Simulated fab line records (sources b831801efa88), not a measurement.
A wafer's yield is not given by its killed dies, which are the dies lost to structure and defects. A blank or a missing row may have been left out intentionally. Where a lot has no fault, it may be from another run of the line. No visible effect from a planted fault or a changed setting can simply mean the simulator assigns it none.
fab line records	flow gf180mcu	part 1 of 2: steps 1 to 29 of 41
record lots=5	wafers=15	last_day=34
route steps=602 shown V3@432 M4@456
lots that met no fault: taken from a fault-free run of the same line
start_h: the number of hours between the record's first day and the start of the first shown wafer of the lot	wait_h: hours since the lot's step before	" identical to the entry in the row above	L1.1+2: a row that stands for several wafers	- no value, or no start was given	* or withheld: withheld	< > ~ a bound
route shown NAME@n: NAME is a module with steps in the file, n the number in the route of the first one	usual: mean/standard deviation of fault-free wafers	same: alike in all rows	chamber/n: place in a boat	sites: readings site by site	_std_site: their standard deviation	_edge_site: inner sites' mean taken away from outer sites' mean	radius_mm: for every site, how far away it sits from the centre of the wafer	mask NAME#n: copy n	behind: the last tool/chamber to shape the wafer	hold: the reason the lot was held/the length of the hold in hours/how it ended	device: which transistor (n, p or np) failed to switch	end of line: tests run on the same wafers once the route is complete	a step without rows: its recipe alone	killed: the dies lost at the first sort to structure and to defects; this is not the yield of the wafer	map: dies across one wafer; x = killed, . = not, _ = none there
set.NAME: the run value of the setting; set.NAME@STEP: its run value at that earlier step	model.NAME: the simulator's own value behind a step, which no gauge read
lots at some steps of the route; a table a step, a row a wafer
services: from which hour (start_h, from the record's first day; less than 0 if before it) a tool's chamber was out of use, for how many hours, and why
## steps
# step GF_V3_THK_MEAS_03
# recipe reads=SiO2_of_V3_CVD_02
# usual V3_CVD_02_THK=854/10
lot.wafer	tool	chamber	start_h	wait_h	V3_CVD_02_THK[nm]
L075.1	film_metro-03	-	499.56	0.0	831
L075.2	"	-	"	"	854
L075.6	"	-	"	"	864
L081.1	film_metro-03	-	556.17	0.0	853
L081.4	"	-	"	"	863
L081.5	"	-	"	"	854
L085.2	film_metro-02	-	586.72	0.0	850
L085.3	"	-	"	"	856
L085.5	"	-	"	"	860
L087.1	film_metro-02	-	600.44	0.0	850
L087.5	"	-	"	"	865
L087.6	"	-	"	"	868
L096.1	film_metro-02	-	662.54	0.0	839
L096.2	"	-	"	"	852
L096.5	"	-	"	"	864
# step GF_V3_CMP_04
# recipe material=SiO2	down_force_psi=4	platen_rpm=60	pad_velocity_m_s=0.94248
# usual motor_current_A=11.6/0.59	slurry_filter_dp_kPa=13.50/0.14	time_to_endpoint_s=82/5
lot.wafer	tool	chamber	start_h	wait_h	motor_current_A	slurry_filter_dp_kPa	time_to_endpoint_s
L075.1	cmp-02	3	499.62	0.1	11.6	13.68	70
L075.2	"	0	"	"	11.5	13.35	85
L075.6	"	3	"	"	12.0	13.49	85
L081.4	cmp-01	3	556.23	0.0	12.1	13.75	83
L081.1	"	1	"	"	10.7	13.58	82
L081.5	"	3	"	"	11.6	13.31	78
L085.2	cmp-01	3	586.87	0.1	12.4	13.70	76
L085.3	"	0	"	"	12.7	13.39	86
L085.5	"	2	"	"	11.9	13.40	81
L087.1	cmp-01	1	600.50	0.1	10.7	13.63	82
L087.5	"	1	"	"	10.1	13.61	87
L087.6	"	2	"	"	12.6	13.54	85
L096.1	cmp-02	0	662.60	0.1	11.2	13.62	80
L096.2	"	1	"	"	11.3	13.47	82
L096.5	"	0	"	"	10.6	13.50	89
# step GF_V3_BOW_MEAS_05
# recipe mode=bow
# usual V3_BOW=117/7.1
lot.wafer	tool	chamber	start_h	wait_h	V3_BOW[um]
L075.1	film_metro-03	-	499.92	0.2	121
L075.2	"	-	"	"	118
L075.6	"	-	"	"	127
L081.1	film_metro-01	-	556.53	0.1	121
L081.4	"	-	"	"	120
L081.5	"	-	"	"	115
L085.2	film_metro-01	-	587.09	0.2	122
L085.3	"	-	"	"	127
L085.5	"	-	"	"	111
L087.1	film_metro-03	-	600.80	0.2	124
L087.5	"	-	"	"	114
L087.6	"	-	"	"	126
L096.1	film_metro-02	-	662.90	0.2	113
L096.2	"	-	"	"	106
L096.5	"	-	"	"	110
# step GF_V3_DEHYDRATE_06
# recipe temp_c=200	time_s=60
lot.wafer	tool	chamber	start_h	wait_h
L075.1+2+6	litho_track-01	0	511.57	11.6
L081.1+4+5	litho_track-02	0	567.00	10.5
L085.2+3+5	litho_track-03	0	597.06	9.9
L087.1+5+6	litho_track-02	0	611.25	10.4
L096.1+2+5	litho_track-03	0	672.38	9.5
# step GF_V3_HMDS_07
# recipe prime_time_s=60	prime_temp_c=120
# same prime_time_s=60
lot.wafer	tool	chamber	start_h	wait_h
L075.1+2+6	litho_track-01	0	511.72	0.1
L081.1+4+5	litho_track-02	0	567.15	0.1
L085.2+3+5	litho_track-03	0	597.21	0.1
L087.1+5+6	litho_track-02	0	611.40	0.1
L096.1+2+5	litho_track-03	0	672.53	0.1
# step GF_V3_COAT_08
# recipe resist=BARC	temp_c=withheld	time_s=withheld	spin_rpm=withheld	resist_thk_nm=withheld
lot.wafer	tool	chamber	start_h	wait_h
L075.1+2+6	litho_track-01	0	511.87	0.1
L081.1+4+5	litho_track-02	0	567.30	0.1
L085.2+3+5	litho_track-03	0	597.36	0.1
L087.1+5+6	litho_track-02	0	611.55	0.1
L096.1+2+5	litho_track-03	0	672.68	0.1
# step GF_V3_COAT_09
# recipe resist=KrF	spin_rpm=withheld	resist_thk_nm=1000
lot.wafer	tool	chamber	start_h	wait_h
L075.1+2+6	litho_track-01	0	-	-
L081.1+4+5	litho_track-02	0	-	-
L085.2+3+5	litho_track-03	0	-	-
L087.1+5+6	litho_track-02	0	-	-
L096.1+2+5	litho_track-03	0	-	-
# step GF_V3_SOFTBAKE_10
# recipe temp_c=130	time_s=60	resist=KrF
lot.wafer	tool	chamber	start_h	wait_h
L075.1+2+6	litho_track-01	0	-	-
L081.1+4+5	litho_track-02	0	-	-
L085.2+3+5	litho_track-03	0	-	-
L087.1+5+6	litho_track-02	0	-	-
L096.1+2+5	litho_track-03	0	-	-
# step GF_V3_EXPOSE_11
# recipe mask_id=Via3	target_cd_nm=260	na=0.68	source_shape=conventional	sigma_outer=0.6	dose_mj=38
lot.wafer	tool	chamber	start_h	wait_h	mask
L075.1+2+6	krf_scanner-01	0	-	-	Via3#0
L081.1+4+5	krf_scanner-01	0	-	-	Via3#0
L085.2+3+5	krf_scanner-02	0	-	-	Via3#0
L087.1+5+6	krf_scanner-02	0	-	-	Via3#0
L096.1+2+5	krf_scanner-02	0	-	-	Via3#0
# step GF_V3_PEB_12
# recipe peb_temp_c=135	peb_time_s=90	resist=KrF
lot.wafer	tool	chamber	start_h	wait_h
L075.1+2+6	litho_track-01	0	-	-
L081.1+4+5	litho_track-03	0	-	-
L085.2+3+5	litho_track-02	0	-	-
L087.1+5+6	litho_track-02	0	-	-
L096.1+2+5	litho_track-01	0	-	-
# step GF_V3_DEVELOP_13
# recipe develop_time_s=60	resist=KrF	dev_temp_c=21
# usual developer_temp_C=21.00/0.11
lot.wafer	tool	chamber	start_h	wait_h	developer_temp_C
L075.1	litho_track-01	0	523.47	0.2	21.03
L075.2	"	0	"	"	21.00
L075.6	"	0	"	"	21.16
L081.1	litho_track-03	0	578.28	0.2	21.12
L081.4	"	0	"	"	21.01
L081.5	"	0	"	"	21.12
L085.2	litho_track-02	0	607.72	0.2	21.09
L085.3	"	0	"	"	20.81
L085.5	"	0	"	"	20.92
L087.1	litho_track-02	0	621.60	0.2	20.78
L087.5	"	0	"	"	20.95
L087.6	"	0	"	"	20.85
L096.1	litho_track-01	0	682.27	0.2	21.01
L096.2	"	0	"	"	21.11
L096.5	"	0	"	"	20.97
# step GF_V3_CD_MEAS_14
# recipe target_cd_nm=260
# usual cd_nm=260.1/1.3
lot.wafer	tool	chamber	start_h	wait_h	cd_nm
L075.1	cd_sem-01	-	523.62	0.1	259.8
L075.2	"	-	"	"	260.2
L075.6	"	-	"	"	259.4
L081.1	cd_sem-01	-	578.43	0.1	261.4
L081.4	"	-	"	"	260.8
L081.5	"	-	"	"	260.6
L085.2	cd_sem-01	-	607.87	0.1	260.8
L085.3	"	-	"	"	260.2
L085.5	"	-	"	"	260.7
L087.1	cd_sem-02	-	621.75	0.1	260.1
L087.5	"	-	"	"	259.3
L087.6	"	-	"	"	259.5
L096.1	cd_sem-01	-	682.42	0.1	261.3
L096.2	"	-	"	"	261.0
L096.5	"	-	"	"	261.0
# step GF_V3_OVL_MEAS_15
# usual V3_OVL=3/5.2
lot.wafer	tool	chamber	start_h	wait_h	V3_OVL[nm]
L075.1	overlay-01	-	523.74	0.1	5
L075.2	"	-	"	"	10
L075.6	"	-	"	"	8
L081.1	overlay-01	-	578.55	0.1	12
L081.4	"	-	"	"	9
L081.5	"	-	"	"	0
L085.2	overlay-01	-	607.97	0.1	1
L085.3	"	-	"	"	6
L085.5	"	-	"	"	9
L087.1	overlay-02	-	621.87	0.1	12
L087.5	"	-	"	"	10
L087.6	"	-	"	"	11
L096.1	overlay-01	-	682.54	0.1	-1
L096.2	"	-	"	"	-5
L096.5	"	-	"	"	-4
# step GF_V3_ETCH_16
# recipe chemistry=N2/H2	target_depth_a=withheld	overetch_a=withheld	time_s=withheld	target=BARC	ion_energy_ev=200	source_w=500	bias_w=100	pressure_mtorr=30	n2_flow_sccm=100	h2_flow_sccm=200
# usual drypump_motor_current_A=5.6/0.32	oes_product_au=0.854/0.0049	throttle_valve_pct=13.225/0.011
lot.wafer	tool	chamber	start_h	wait_h	drypump_motor_current_A	oes_product_au	throttle_valve_pct
L075.1	rie_diel-02	2	523.78	0.0	5.9	0.851	13.242
L075.2	"	1	"	"	5.7	0.851	13.211
L075.6	"	0	"	"	5.8	0.852	13.225
L081.1	rie_diel-03	1	578.59	0.0	5.5	0.851	13.239
L081.4	"	0	"	"	6.0	0.850	13.221
L081.5	"	1	"	"	5.4	0.849	13.225
L085.2	rie_diel-03	3	608.00	0.0	5.4	0.859	13.215
L085.3	"	2	"	"	5.7	0.853	13.217
L085.5	"	2	"	"	5.7	0.856	13.219
L087.1	rie_diel-02	2	621.90	0.0	5.9	0.856	13.214
L087.5	"	2	"	"	5.9	0.859	13.224
L087.6	"	1	"	"	5.7	0.863	13.226
L096.1	rie_diel-02	0	682.58	0.0	5.8	0.852	13.225
L096.2	"	1	"	"	5.7	0.848	13.228
L096.5	"	1	"	"	5.7	0.844	13.228
# step GF_V3_ETCH_17
# recipe chemistry=C4F8/O2/Ar	mask_material=KrF	target=SiO2	stop_on=TiN	source_w=1500	bias_w=1200	pressure_mtorr=40	c4f8_flow_sccm=withheld	O2_flow_sccm=6	Ar_flow_sccm=300	time_s=withheld	target_depth_a=6350
# usual oes_product_au=0.856/0.0055
lot.wafer	tool	chamber	start_h	wait_h	oes_product_au
L075.1	rie_diel-02	2	-	-	0.850
L075.2	"	1	"	"	0.857
L075.6	"	0	"	"	0.848
L081.1	rie_diel-03	1	-	-	0.860
L081.4	"	0	"	"	0.849
L081.5	"	1	"	"	0.866
L085.2	rie_diel-03	3	-	-	0.843
L085.3	"	2	"	"	0.855
L085.5	"	2	"	"	0.860
L087.1	rie_diel-02	2	-	-	0.855
L087.5	"	2	"	"	0.857
L087.6	"	1	"	"	0.847
L096.1	rie_diel-02	0	-	-	0.864
L096.2	"	1	"	"	0.865
L096.5	"	1	"	"	0.852
# step GF_V3_STRIP_18
# recipe chemistry=O2/N2	power_w=1400	pressure_mtorr=1500	platen_temp_c=250	o2_flow_sccm=3000	n2_flow_sccm=300	overash_fraction=0.5
# usual drypump_motor_current_A=5.6/0.5	heater_power_w=353/25	oes_product_au=0.592/0.0051
lot.wafer	tool	chamber	start_h	wait_h	drypump_motor_current_A	heater_power_w	oes_product_au	rf_hours_counter_h
L075.1	plasma_asher-01	0	523.91	-	5.3	317	0.589	89
L075.2	"	1	"	"	6.1	334	0.600	89
L075.6	"	0	"	"	5.3	322	0.590	-
L081.1	plasma_asher-02	0	578.72	-	6.2	365	0.598	18
L081.4	"	1	"	"	5.6	354	0.592	-
L081.5	"	1	"	"	5.6	360	0.585	-
L085.2	plasma_asher-04	0	608.13	-	4.8	337	0.591	85
L085.3	"	0	"	"	4.8	335	0.587	-
L085.5	"	0	"	"	4.8	340	0.599	-
L087.1	plasma_asher-02	0	622.03	-	6.2	369	0.583	24
L087.5	"	1	"	"	5.6	353	0.585	-
L087.6	"	0	"	"	6.2	375	0.596	-
L096.1	plasma_asher-04	0	682.71	-	4.8	336	0.585	93
L096.2	"	1	"	"	5.7	389	0.591	93
L096.5	"	0	"	"	4.8	331	0.584	-
# step GF_V3_STRIP_19
# recipe chemistry=post_etch_residue_remover	time_s=1200	temp_c=72.5
lot.wafer	tool	chamber	start_h	wait_h
L075.1+2+6	wet_bench-02	2	524.01	0.1
L081.1+4+5	wet_bench-04	3	578.82	0.1
L085.2+3+5	wet_bench-02	1	608.23	0.1
L087.1+5+6	wet_bench-02	1	622.13	0.1
L096.1+2+5	wet_bench-01	3	682.81	0.1
# step GF_V3_CLEAN_20
# recipe chemistry=DIW	dry=n2_spin
lot.wafer	tool	chamber	start_h	wait_h
L075.1+2+6	wet_bench-01	3	524.35	0.0
L081.1+4+5	wet_bench-01	1	579.19	0.0
L085.2+3+5	wet_bench-01	0	608.57	0.0
L087.1+5+6	wet_bench-01	2	622.51	0.0
L096.1+2+5	wet_bench-02	2	683.15	0.0
# step GF_V3_SPUTTER_21
# recipe material=Ti	target_thk_nm=15	chamber_pressure_pa=5	power_w=2500	substrate_temp_c=200	time_s=80.02
# usual throttle_valve_pct=29.9/1.2
lot.wafer	tool	chamber	start_h	wait_h	throttle_valve_pct
L075.1	pvd_sputter-02	-	524.44	0.0	27.8
L075.2	"	-	"	"	29.1
L075.6	"	-	"	"	27.7
L081.1	pvd_sputter-03	-	579.28	0.0	30.3
L081.4	"	-	"	"	29.5
L081.5	"	-	"	"	29.9
L085.2	pvd_sputter-03	-	608.67	0.0	30.0
L085.3	"	-	"	"	31.5
L085.5	"	-	"	"	30.1
L087.1	pvd_sputter-02	-	622.60	0.0	29.0
L087.5	"	-	"	"	29.2
L087.6	"	-	"	"	30.0
L096.1	pvd_sputter-02	-	683.24	0.0	29.2
L096.2	"	-	"	"	29.5
L096.5	"	-	"	"	27.9
# step GF_V3_SPUTTER_22
# recipe material=TiN	target_thk_nm=10	chamber_pressure_pa=5	power_w=4000	time_s=40
# usual throttle_valve_pct=29.9/1.2
lot.wafer	tool	chamber	start_h	wait_h	throttle_valve_pct
L075.1	pvd_sputter-02	-	524.50	0.0	27.9
L075.2	"	-	"	"	29.1
L075.6	"	-	"	"	27.8
L081.1	pvd_sputter-03	-	579.34	0.0	30.0
L081.4	"	-	"	"	29.6
L081.5	"	-	"	"	30.0
L085.2	pvd_sputter-03	-	608.73	0.0	29.4
L085.3	"	-	"	"	31.5
L085.5	"	-	"	"	30.2
L087.1	pvd_sputter-02	-	622.66	0.0	29.1
L087.5	"	-	"	"	29.1
L087.6	"	-	"	"	29.8
L096.1	pvd_sputter-02	-	683.30	0.0	28.9
L096.2	"	-	"	"	29.7
L096.5	"	-	"	"	27.9
# step GF_V3_CVD_23
# recipe material=W	target_thk_nm=350	time_s=104.9	temp_c=400	pressure_torr=40
# usual heater_power_outer_w=509/41	heater_power_w=832/61
lot.wafer	tool	chamber	start_h	wait_h	heater_power_outer_w	heater_power_w
L075.1	cvd_w-02	0	524.54	0.0	448	778
L075.2	"	1	"	"	524	898
L075.6	"	0	"	"	460	781
L081.1	cvd_w-01	0	579.38	0.0	553	864
L081.4	"	0	"	"	551	860
L081.5	"	1	"	"	472	797
L085.2	cvd_w-02	0	608.77	0.0	453	751
L085.3	"	0	"	"	464	762
L085.5	"	0	"	"	467	764
L087.1	cvd_w-02	0	622.70	0.0	452	776
L087.5	"	1	"	"	530	925
L087.6	"	0	"	"	454	773
L096.1	cvd_w-01	0	683.34	0.0	567	876
L096.2	"	1	"	"	476	766
L096.5	"	1	"	"	487	782
# step GF_V3_RS_MEAS_24
# recipe thk_meas_gauge=four-point-probe	reads=W_of_V3_CVD_23+TiN_of_V3_SPUTTER_22+Ti_of_V3_SPUTTER_21
# usual V3_W_RS=0.327/0.0031
lot.wafer	tool	chamber	start_h	wait_h	V3_W_RS[ohm/sq]
L075.1	film_metro-03	-	524.65	0.1	0.327
L075.2	"	-	"	"	0.321
L075.6	"	-	"	"	0.326
L081.1	film_metro-03	-	579.50	0.1	0.325
L081.4	"	-	"	"	0.328
L081.5	"	-	"	"	0.325
L085.2	film_metro-02	-	608.90	0.1	0.328
L085.3	"	-	"	"	0.325
L085.5	"	-	"	"	0.331
L087.1	film_metro-02	-	622.81	0.1	0.332
L087.5	"	-	"	"	0.325
L087.6	"	-	"	"	0.329
L096.1	film_metro-03	-	683.45	0.1	0.329
L096.2	"	-	"	"	0.323
L096.5	"	-	"	"	0.324
# step GF_V3_THK_MEAS_25
# recipe thk_meas_gauge=xrf	reads=W_of_V3_CVD_23
# usual V3_W_THK=345/4.1
lot.wafer	tool	chamber	start_h	wait_h	V3_W_THK[nm]
L075.1	film_metro-03	-	524.77	0.1	347
L075.2	"	-	"	"	352
L075.6	"	-	"	"	347
L081.1	film_metro-03	-	579.62	0.1	350
L081.4	"	-	"	"	343
L081.5	"	-	"	"	348
L085.2	film_metro-02	-	609.01	0.1	342
L085.3	"	-	"	"	346
L085.5	"	-	"	"	340
L087.1	film_metro-02	-	622.93	0.1	340
L087.5	"	-	"	"	345
L087.6	"	-	"	"	342
L096.1	film_metro-03	-	683.57	0.1	346
L096.2	"	-	"	"	352
L096.5	"	-	"	"	352
# step GF_V3_CMP_26
# recipe stop_on=SiO2	down_force_psi=3.5	platen_rpm=60	t_overpolish_s=15	target_thk_nm=0	pad_velocity_m_s=0.94248
# usual motor_current_A=10.7/0.62	overpolish_run_s=15.000/0.0083	slurry_filter_dp_kPa=13.50/0.14	time_to_endpoint_s=85/4
lot.wafer	tool	chamber	start_h	wait_h	motor_current_A	overpolish_run_s	slurry_filter_dp_kPa	time_to_endpoint_s
L075.1	cmp-01	1	524.83	0.1	10.1	14.993	13.63	91
L075.2	"	3	"	"	11.0	15.005	13.46	85
L075.6	"	1	"	"	9.6	14.992	13.25	92
L081.4	cmp-01	2	579.73	0.1	11.0	14.996	13.52	81
L081.1	"	3	"	"	11.1	15.010	13.53	82
L081.5	"	1	"	"	9.7	14.998	13.59	88
L085.2	cmp-01	2	609.16	0.1	10.9	14.999	13.48	78
L085.3	"	3	"	"	11.5	14.997	13.66	85
L085.5	"	0	"	"	11.3	15.003	13.44	89
L087.1	cmp-02	0	623.04	0.1	10.6	15.002	13.29	85
L087.5	"	3	"	"	10.0	15.008	13.47	81
L087.6	"	0	"	"	10.6	15.003	13.40	86
L096.2	cmp-01	1	683.63	0.0	9.9	14.991	13.22	89
L096.1	"	2	"	"	10.8	14.997	13.40	79
L096.5	"	1	"	"	9.5	14.996	13.34	89
# step GF_M4_SPUTTER_00
# recipe material=Ti	target_thk_nm=37.5	arriving_ion_energy_ev=80	substrate_temp_c=200	chamber_pressure_pa=2	power_w=4000	time_s=150
# usual throttle_valve_pct=29.9/1.2
lot.wafer	tool	chamber	start_h	wait_h	throttle_valve_pct
L075.1	pvd_sputter-04	-	525.13	0.2	30.4
L075.2	"	-	"	"	31.6
L075.6	"	-	"	"	28.2
L081.1	pvd_sputter-01	-	579.98	0.1	29.8
L081.4	"	-	"	"	28.6
L081.5	"	-	"	"	30.1
L085.2	pvd_sputter-04	-	609.36	0.1	31.8
L085.3	"	-	"	"	29.7
L085.5	"	-	"	"	29.5
L087.1	pvd_sputter-01	-	623.29	0.2	29.7
L087.5	"	-	"	"	31.1
L087.6	"	-	"	"	28.8
L096.1	pvd_sputter-02	-	683.93	0.2	32.3
L096.2	"	-	"	"	27.6
L096.5	"	-	"	"	29.5
# step GF_M4_SPUTTER_01
# recipe material=TiN	target_thk_nm=30	power_w=6500	time_s=25	chamber_pressure_pa=0.4
# usual throttle_valve_pct=29.9/1.3
lot.wafer	tool	chamber	start_h	wait_h	throttle_valve_pct
L075.1	pvd_sputter-04	-	525.23	0.1	30.5
L075.2	"	-	"	"	31.9
L075.6	"	-	"	"	28.6
L081.1	pvd_sputter-01	-	580.08	0.1	29.8
L081.4	"	-	"	"	29.0
L081.5	"	-	"	"	30.2
L085.2	pvd_sputter-04	-	609.46	0.1	31.6
L085.3	"	-	"	"	29.7
L085.5	"	-	"	"	29.9
L087.1	pvd_sputter-01	-	623.39	0.1	29.8
L087.5	"	-	"	"	30.9
L087.6	"	-	"	"	28.7
L096.1	pvd_sputter-02	-	684.03	0.1	32.1
L096.2	"	-	"	"	27.6
L096.5	"	-	"	"	29.6
# step GF_M4_SPUTTER_02
# recipe material=AlCu	target_thk_nm=450	power_w=10600	time_s=23.9	chamber_pressure_pa=0.4
# usual throttle_valve_pct=29.9/1.2
lot.wafer	tool	chamber	start_h	wait_h	throttle_valve_pct
L075.1	pvd_sputter-04	-	525.26	0.0	30.5
L075.2	"	-	"	"	32.1
L075.6	"	-	"	"	28.5
L081.1	pvd_sputter-01	-	580.11	0.0	29.8
L081.4	"	-	"	"	28.8
L081.5	"	-	"	"	30.1
L085.2	pvd_sputter-04	-	609.49	0.0	31.8
L085.3	"	-	"	"	29.9
L085.5	"	-	"	"	29.6
L087.1	pvd_sputter-01	-	623.42	0.0	30.1
L087.5	"	-	"	"	31.0
L087.6	"	-	"	"	29.0
L096.1	pvd_sputter-02	-	684.06	0.0	32.0
L096.2	"	-	"	"	28.0
L096.5	"	-	"	"	29.7
# step GF_M4_SPUTTER_03
# recipe material=Ti	target_thk_nm=10	substrate_temp_c=300	chamber_pressure_pa=0.3	power_w=3000	time_s=6.7
# usual throttle_valve_pct=29.9/1.2
lot.wafer	tool	chamber	start_h	wait_h	throttle_valve_pct
L075.1	pvd_sputter-04	-	525.29	0.0	30.4
L075.2	"	-	"	"	31.5
L075.6	"	-	"	"	28.4
L081.1	pvd_sputter-01	-	580.14	0.0	30.2
L081.4	"	-	"	"	28.7
L081.5	"	-	"	"	30.0
L085.2	pvd_sputter-04	-	609.52	0.0	32.0
L085.3	"	-	"	"	29.8
L085.5	"	-	"	"	29.9
L087.1	pvd_sputter-01	-	623.45	0.0	29.6
L087.5	"	-	"	"	31.1
L087.6	"	-	"	"	28.9
L096.1	pvd_sputter-02	-	684.09	0.0	32.2
L096.2	"	-	"	"	27.6
L096.5	"	-	"	"	29.6
# step GF_M4_SPUTTER_04
# recipe material=TiN	target_thk_nm=50	power_w=6500	time_s=41.7	chamber_pressure_pa=0.4
# usual throttle_valve_pct=29.9/1.3
lot.wafer	tool	chamber	start_h	wait_h	throttle_valve_pct
L075.1	pvd_sputter-04	-	525.31	0.0	30.0
L075.2	"	-	"	"	31.8
L075.6	"	-	"	"	28.4
L081.1	pvd_sputter-01	-	580.16	0.0	29.8
L081.4	"	-	"	"	28.9
L081.5	"	-	"	"	30.3
L085.2	pvd_sputter-04	-	609.54	0.0	31.7
L085.3	"	-	"	"	29.6
L085.5	"	-	"	"	30.0
L087.1	pvd_sputter-01	-	623.47	0.0	29.9
L087.5	"	-	"	"	31.1
L087.6	"	-	"	"	29.0
L096.1	pvd_sputter-02	-	684.11	0.0	32.1
L096.2	"	-	"	"	27.6
L096.5	"	-	"	"	29.5
